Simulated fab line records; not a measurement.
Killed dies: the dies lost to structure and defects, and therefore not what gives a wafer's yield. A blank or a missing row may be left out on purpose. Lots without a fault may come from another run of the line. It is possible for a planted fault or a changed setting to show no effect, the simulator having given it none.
Lot-split experiment || flow gf180mcu || 5 lots, 23 wafers read, on a route of 602 steps

## ABOUT THE SPLIT
At GF_V5_CMP_04 (polishes SiO2), the setting leave_above_ref_nm was moved away from the recipe's 855 nm on 8 of the 23 wafers read, by +2.7% to +4.6%. For the rest of the wafers, this setting stayed at what the recipe calls for.

## FROM THE SPLIT TO THE READING: what the file shows between them, 4 steps
- GF_V5_PEB_12: peb time 90 s (also split here: peb_temp_c)
- GF_V5_DEVELOP_13: develop time 60 s
- GF_V5_CD_MEAS_14: target cd 260 nm
- GF_V5_ETCH_16: etches BARC in N2/H2

## THE READING
oes_product_au, in a.u., at GF_V5_ETCH_17 (etches SiO2 in C4F8/O2/Ar, stops on TiN, target depth 855 nm). A value of 0.860 a.u. with a standard deviation of 0.0045 a.u. is what fault-free wafers of this fab line usually give.

{"wafer": "L076.2", "tool, chamber at the split": "cmp-01, 0", "leave_above_ref_nm as run, nm": 894.6, "against the recipe": "+4.6%", "oes_product_au, a.u.": 0.884, "against lot-mates on the recipe": "+0.023"}
{"wafer": "L076.3", "tool, chamber at the split": "cmp-01, 2", "leave_above_ref_nm as run, nm": 855, "against the recipe": "recipe", "oes_product_au, a.u.": 0.864, "against lot-mates on the recipe": "-"}
{"wafer": "L076.4", "tool, chamber at the split": "cmp-01, 3,0", "leave_above_ref_nm as run, nm": 894.6, "against the recipe": "+4.6%", "oes_product_au, a.u.": 0.893, "against lot-mates on the recipe": "+0.032"}
{"wafer": "L076.5", "tool, chamber at the split": "cmp-01, 3", "leave_above_ref_nm as run, nm": 855, "against the recipe": "recipe", "oes_product_au, a.u.": 0.857, "against lot-mates on the recipe": "-"}
{"wafer": "L076.6", "tool, chamber at the split": "cmp-01, 3,0", "leave_above_ref_nm as run, nm": 894.6, "against the recipe": "+4.6%", "oes_product_au, a.u.": 0.880, "against lot-mates on the recipe": "+0.019"}
{"wafer": "L079.2", "tool, chamber at the split": "cmp-01, 0", "leave_above_ref_nm as run, nm": 855, "against the recipe": "recipe", "oes_product_au, a.u.": 0.861, "against lot-mates on the recipe": "-"}
{"wafer": "L079.3", "tool, chamber at the split": "cmp-01, 2", "leave_above_ref_nm as run, nm": 855, "against the recipe": "recipe", "oes_product_au, a.u.": 0.858, "against lot-mates on the recipe": "-"}
{"wafer": "L079.6", "tool, chamber at the split": "cmp-01, 3", "leave_above_ref_nm as run, nm": 855, "against the recipe": "recipe", "oes_product_au, a.u.": 0.858, "against lot-mates on the recipe": "-"}
{"wafer": "L082.2", "tool, chamber at the split": "cmp-01, 3", "leave_above_ref_nm as run, nm": 855, "against the recipe": "recipe", "oes_product_au, a.u.": 0.857, "against lot-mates on the recipe": "-"}
{"wafer": "L082.3", "tool, chamber at the split": "cmp-01, 2", "leave_above_ref_nm as run, nm": 855, "against the recipe": "recipe", "oes_product_au, a.u.": 0.852, "against lot-mates on the recipe": "-"}
{"wafer": "L082.4", "tool, chamber at the split": "cmp-01, 1", "leave_above_ref_nm as run, nm": 855, "against the recipe": "recipe", "oes_product_au, a.u.": 0.864, "against lot-mates on the recipe": "-"}
{"wafer": "L082.5", "tool, chamber at the split": "cmp-01, 2", "leave_above_ref_nm as run, nm": 855, "against the recipe": "recipe", "oes_product_au, a.u.": 0.866, "against lot-mates on the recipe": "-"}
{"wafer": "L082.6", "tool, chamber at the split": "cmp-01, 1", "leave_above_ref_nm as run, nm": 855, "against the recipe": "recipe", "oes_product_au, a.u.": 0.854, "against lot-mates on the recipe": "-"}
{"wafer": "L083.1", "tool, chamber at the split": "cmp-02, 1", "leave_above_ref_nm as run, nm": 855, "against the recipe": "recipe", "oes_product_au, a.u.": 0.866, "against lot-mates on the recipe": "-"}
{"wafer": "L083.3", "tool, chamber at the split": "cmp-02, 3", "leave_above_ref_nm as run, nm": 878.4, "against the recipe": "+2.7%", "oes_product_au, a.u.": 0.876, "against lot-mates on the recipe": "+0.015"}
{"wafer": "L083.4", "tool, chamber at the split": "cmp-02, 0", "leave_above_ref_nm as run, nm": 855, "against the recipe": "recipe", "oes_product_au, a.u.": 0.857, "against lot-mates on the recipe": "-"}
{"wafer": "L083.5", "tool, chamber at the split": "cmp-02, 2", "leave_above_ref_nm as run, nm": 855, "against the recipe": "recipe", "oes_product_au, a.u.": 0.860, "against lot-mates on the recipe": "-"}
{"wafer": "L083.6", "tool, chamber at the split": "cmp-02, 3", "leave_above_ref_nm as run, nm": 878.4, "against the recipe": "+2.7%", "oes_product_au, a.u.": 0.873, "against lot-mates on the recipe": "+0.012"}
{"wafer": "L084.1", "tool, chamber at the split": "cmp-01, 2", "leave_above_ref_nm as run, nm": 880.6, "against the recipe": "+3.0%", "oes_product_au, a.u.": 0.875, "against lot-mates on the recipe": "+0.018"}
{"wafer": "L084.3", "tool, chamber at the split": "cmp-01, 1", "leave_above_ref_nm as run, nm": 855, "against the recipe": "recipe", "oes_product_au, a.u.": 0.855, "against lot-mates on the recipe": "-"}
{"wafer": "L084.4", "tool, chamber at the split": "cmp-01, 3", "leave_above_ref_nm as run, nm": 855, "against the recipe": "recipe", "oes_product_au, a.u.": 0.859, "against lot-mates on the recipe": "-"}
{"wafer": "L084.5", "tool, chamber at the split": "cmp-01, 1", "leave_above_ref_nm as run, nm": 880.6, "against the recipe": "+3.0%", "oes_product_au, a.u.": 0.875, "against lot-mates on the recipe": "+0.018"}
{"wafer": "L084.6", "tool, chamber at the split": "cmp-01, 2", "leave_above_ref_nm as run, nm": 880.6, "against the recipe": "+3.0%", "oes_product_au, a.u.": 0.875, "against lot-mates on the recipe": "+0.018"}
The file does not say which wafer passed through which chamber wherever a row lists several chambers: such a row stands for several wafers.

THE FIT
A straight line over all 23 wafers: oes_product_au changes by +0.0056 a.u. for each +1% of leave_above_ref_nm; r = +0.93; the points scatter about the line by 0.0041 a.u.
The same after taking each lot's own level away (the mean of its wafers on the recipe; 23 wafers): +0.0055 a.u. for each +1%; r = +0.93; scatter 0.004 a.u.
According to that fit, moving leave_above_ref_nm by its largest amount changes the reading by 0.025 a.u.
The span of the lots' own levels, 0.8570 to 0.8610 a.u., comes to 0.9 times the standard deviation stated above.
The two slopes are in agreement: the lot-to-lot level therefore moves the slope only a little.
Check: with one of the wafers moved furthest among these (+4.6%) left out of the fit, the line predicts +0.026 a.u. for it against its lot-mates. It came out at +0.0235 a.u. against them.

## FURTHER SPLITS ON THESE WAFERS
Other splits were also applied to these wafers ahead of the reading. Each is held against what the fit with the lots' levels taken away leaves over:
{"other split on the same wafers": "GF_M4_METAL_ETCH_16 icp_w", "wafers away from the commonest value": 9, "r with oes_product_au (lot level and that fit taken away)": "+0.05"}
{"other split on the same wafers": "GF_MIM_SPUTTER_01 time_s", "wafers away from the commonest value": 10, "r with oes_product_au (lot level and that fit taken away)": -0.23}
{"other split on the same wafers": "GF_M5_EXPOSE_04 dose_mj", "wafers away from the commonest value": 5, "r with oes_product_au (lot level and that fit taken away)": "+0.11"}
{"other split on the same wafers": "GF_M5_ETCH_09 source_w", "wafers away from the commonest value": 9, "r with oes_product_au (lot level and that fit taken away)": -0.11}
{"other split on the same wafers": "GF_V5_PEB_12 peb_temp_c", "wafers away from the commonest value": 7, "r with oes_product_au (lot level and that fit taken away)": -0.32}

## THE WHOLE CHAIN: every reading that the file lists as answering this split, in the file's order
{"step": "GF_V5_CMP_04", "what it does": "polishes SiO2", "reading": "SiO2_of_V5_CVD_02.thk_nm (the simulator's own value, which no gauge read)", "change (the file's fit)": "+8.56 nm for each +1% of the setting", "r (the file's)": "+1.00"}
{"step": "GF_V5_ETCH_17", "what it does": "etches SiO2 in C4F8/O2/Ar, stops on TiN, target depth 855 nm", "reading": "oes_product_au", "change (the file's fit)": "+0.00548 a.u. for each +1% of the setting", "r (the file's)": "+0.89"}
{"step": "GF_V5_ETCH_17", "what it does": "etches SiO2 in C4F8/O2/Ar, stops on TiN, target depth 855 nm", "reading": "V5.feature_depth_nm (the simulator's own value, which no gauge read)", "change (the file's fit)": "+8.56 nm for each +1% of the setting", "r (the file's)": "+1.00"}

## FILE'S OWN FIT
oes_product_au changes by +0.00548 a.u. for each +1% of leave_above_ref_nm, r = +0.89.
